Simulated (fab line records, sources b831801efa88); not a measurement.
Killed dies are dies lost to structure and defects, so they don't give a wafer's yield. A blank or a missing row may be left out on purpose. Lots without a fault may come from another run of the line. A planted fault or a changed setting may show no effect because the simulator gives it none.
One fault seen from 2 desks | flow sky130 | each desk has only its own numbers; what lay behind them comes last

THE TOOL OWNER'S DESK: wet_bench-04
The tool's own readings at SKY_GATE_OXIDE_CLEAN_00 (cleans in SC1/SC2, time 150 s): means of the sampled wafers that have a number, for each lot that ran on this tool. A lot is out of limits, marked OUT, if its mean lies more than 4 standard deviations from the usual mean; the brackets give that distance.
Columns: A = run_length_s at SKY_GATE_OXIDE_CLEAN_00, usual 179 s
lot  | first seen here | A
L884 | day 13 03:50    | 178
L889 | day 15 07:14    | 177
L891 | day 15 15:19    | 96 (-22) OUT
L894 | day 16 21:01    | 96 (-22) OUT
This desk's finding: out of limits on L891, L894; first on L891, day 15 15:19 (run_length_s at SKY_GATE_OXIDE_CLEAN_00). In limits: L884, L889.

THE METROLOGY DESK
What the gauges read, lot by lot, whatever tool the lot ran on: means of the sampled wafers that have a number. A lot is out of limits, marked OUT, if its mean lies more than 4 standard deviations from the usual mean; the brackets give that distance.
Columns: A = SONOS_TUNNEL_OVL at SKY_SONOS_TUNNEL_OVL_MEAS_08, usual -1.1 nm
lot  | first seen here | A
L882 | day 11 05:59    | -1.3
L884 | day 11 20:17    | -0.1
L886 | day 12 11:28    | -1.7
L887 | day 12 22:02    | -2.5
L889 | day 13 18:02    | -2.9
L891 | day 14 07:56    | -0.5
L894 | day 15 09:26    | -0.7
L897 | day 16 06:12    | 0.5
L899 | day 16 18:59    | 0.3
L900 | day 17 03:57    | -1.0
L901 | day 17 11:29    | -2.3
L903 | day 18 07:35    | 0.8
L904 | day 18 22:21    | -1.9
This desk's finding: nothing out of limits on any of the 13 lots.

PUT TOGETHER
The tool owner's desk could have raised an alarm at day 15 15:19, on L891, L894.
The metrology desk saw nothing out of limits.
The metrology desk has L891, L894 on record, within its limits.
Of the lots named, all ran SKY_GATE_OXIDE_CLEAN_00 on wet_bench-04.

WHAT THE SIMULATOR HAD PUT IN
Process parameter drift: wet_bench-04, from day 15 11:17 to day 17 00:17, at SKY_GATE_OXIDE_CLEAN_00. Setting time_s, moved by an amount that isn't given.
Lots struck among those shown: L891, L894.
Hours from the fault's start to each desk's first reading out of limits: the tool owner's desk, 4.
